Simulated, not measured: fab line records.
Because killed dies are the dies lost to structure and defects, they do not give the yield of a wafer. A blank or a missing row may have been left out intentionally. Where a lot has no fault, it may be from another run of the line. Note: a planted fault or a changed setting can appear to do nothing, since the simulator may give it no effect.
Problem report in the 8D (eight disciplines) form, filled by code -- flow sfq-line -- the parts of the form that need people (team, actions taken, sign-off) are left out

## 1. PROBLEM STATEMENT
At SFQ_TRILAYER_L0_LITHO_COAT_005, spin-speed-rpm averages 2619.8 rpm over 6 wafers from 2 lots, while fault-free wafers read 2999.8 rpm, standard deviation 1.9. That is -99 or more standard deviations from the usual mean.
The step: resist thk 600 nm.
First seen on wafer L702.2, day 4 21:05, on litho-track-04. The record holds 42 wafers of 14 lots with a number at this step. Rule for "out" (also "out of limits"): further than 4 standard deviations from the usual mean. All remaining wafers that have a number are taken as sound.

## 2. WHAT IT IS; WHAT IT IS NOT
question,is,is not
which readings at this step,spin-speed-rpm,-
which lots,"L702, L703","L686, L688, L689, L690, L691, L692, L693, L694, L700, L704, L707, L708"
which wafers of those lots,all that have a number,-
read on which tools,litho-track-04,"litho-track-01, litho-track-02"
when,from day 4 21:05,"up to then (27 sound wafers); but 9 sound wafers of L704, L707, L708 came after"

## 3. THE SUSPECTS, EACH WITH WHAT RULES IT OUT
Counting: any tool at a process step up to the reading is kept as a suspect provided that every lot that is out went through it and no sound lot did after the first of them.
- litho-track-04 at SFQ_TRILAYER_L0_LITHO_COAT_005 (resist thk 600 nm): kept. It ran every lot that is out, first L702 (day 4 21:05), and no sound lot after that; its last sound lot up to then is L700 (day 4 11:08). Its own readings are out on those wafers: spin-speed-rpm.
Left after counting: litho-track-04 at SFQ_TRILAYER_L0_LITHO_COAT_005.

## 4. THE CAUSE (what the simulator had put in)
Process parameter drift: litho-track-04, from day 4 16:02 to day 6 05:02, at SFQ_TRILAYER_L0_LITHO_COAT_005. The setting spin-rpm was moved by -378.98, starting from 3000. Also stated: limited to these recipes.
The count eliminated every tool but this one.

## 5. THE EFFECT CHAIN, in route order
Rows list readings where the struck wafers' mean (over those with a number) sits beyond 3 standard deviations from the usual. Scope: only readings with a usual standard deviation given in the record; hours: median across lots of the time from each lot's start at the first step in this table that gives one to its start at this step; sigmas: change in usual standard deviations.
hours,step,reading,usual,on struck wafers,change,sigmas
0,SFQ_TRILAYER_L0_LITHO_COAT_005,spin-speed-rpm,2999.8 rpm,2619.8,-380.0,-99 or more
The process steps in it:
- SFQ_TRILAYER_L0_LITHO_COAT_005: resist thk 600 nm.
At these later measuring or inspecting steps, every struck wafer for which the step has a row has a number for every such reading, and none has moved that far: SFQ_I0_OVL_MEAS_908, SFQ_I5_OVL_MEAS_936.

## 6. WHAT WOULD HAVE CAUGHT IT SOONER
The fault began at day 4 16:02; the first out-of-limits reading in this record came at day 4 21:05, 5 hours later.
